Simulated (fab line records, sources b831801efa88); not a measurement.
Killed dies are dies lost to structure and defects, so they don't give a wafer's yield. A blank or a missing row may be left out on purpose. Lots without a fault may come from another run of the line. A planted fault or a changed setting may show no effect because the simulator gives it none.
Chamber matching | flow gf180mcu | GF_M1_STRIP_18 on wet_bench-01: 4 sister chambers
The step strips in post etch residue remover, time 1200 s. 14 wafers are shown with their chamber, then 7 later ones without.

WAFERS WITH THEIR CHAMBER
wafer  | chamber | bath_heat_duty_pct (%) | bath_guard_temp_C (C)
L539.1 | 1       | 14.9                   | 73.8
L539.5 | 1       | 13.8                   | 73.4
L539.6 | 1       | 14.2                   | 73.6
L540.2 | 0       | 17.0                   | 73.5
L540.4 | 0       | 15.6                   | 73.2
L540.6 | 0       | 16.5                   | 73.6
L544.3 | 2       | 15.5                   | 73.1
L544.4 | 2       | 16.4                   | 73.4
L544.6 | 2       | 15.1                   | 73.5
L553.2 | 3       | 13.3                   | 73.0
L553.3 | 3       | 13.8                   | 73.0
L553.5 | 3       | 15.1                   | 73.5
L555.1 | 3       | 13.4                   | 73.5
L555.4 | 3       | 14.4                   | 72.8

SIGNATURES (means of the wafers above)
reading            | chamber 0 | chamber 1 | chamber 2 | chamber 3 | scatter within a chamber
bath_heat_duty_pct | 16.367    | 14.300    | 15.667    | 14.000    | 0.691
bath_guard_temp_C  | 73.433    | 73.600    | 73.333    | 73.160    | 0.258
Rule: a wafer's distance from a chamber is the root of the sum, over the readings, of the square of ((its reading less the chamber's mean) divided by the reading's scatter). The wafer belongs to the nearest chamber; if the next one is less than 2 further off, it can't be placed. The scatter: the root of (the sum of the squares of (reading less its chamber's mean) over the shown wafers, divided by (wafers less chambers)).

WAFERS WITHOUT THEIR CHAMBER
wafer  | bath_heat_duty_pct (%) | bath_guard_temp_C (C)
L555.6 | 13.9                   | 73.4
L560.2 | 14.1                   | 73.3
L560.5 | 15.3                   | 72.9
L560.6 | 14.0                   | 73.1
L561.3 | 17.8                   | 73.6
L561.4 | 16.5                   | 73.8
L561.6 | 17.9                   | 73.2

WHICH CHAMBER EACH WENT THROUGH
wafer  | from the rows above               | in truth
L555.6 | can't be placed: 3 or 1 or 2      | 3
L560.2 | can't be placed: 3 or 1 or 2      | 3
L560.5 | can't be placed: 2 or 3 or 0 or 1 | 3
L560.6 | can't be placed: 3 or 1           | 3
L561.3 | can't be placed: 0 or 2           | 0
L561.4 | can't be placed: 0 or 2 or 1      | 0
L561.6 | can't be placed: 0 or 2           | 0
Placed correctly: 0 of 7. Can't be placed from these rows: 7 (the true chamber is among the candidates in 7). Placed wrongly: 0.
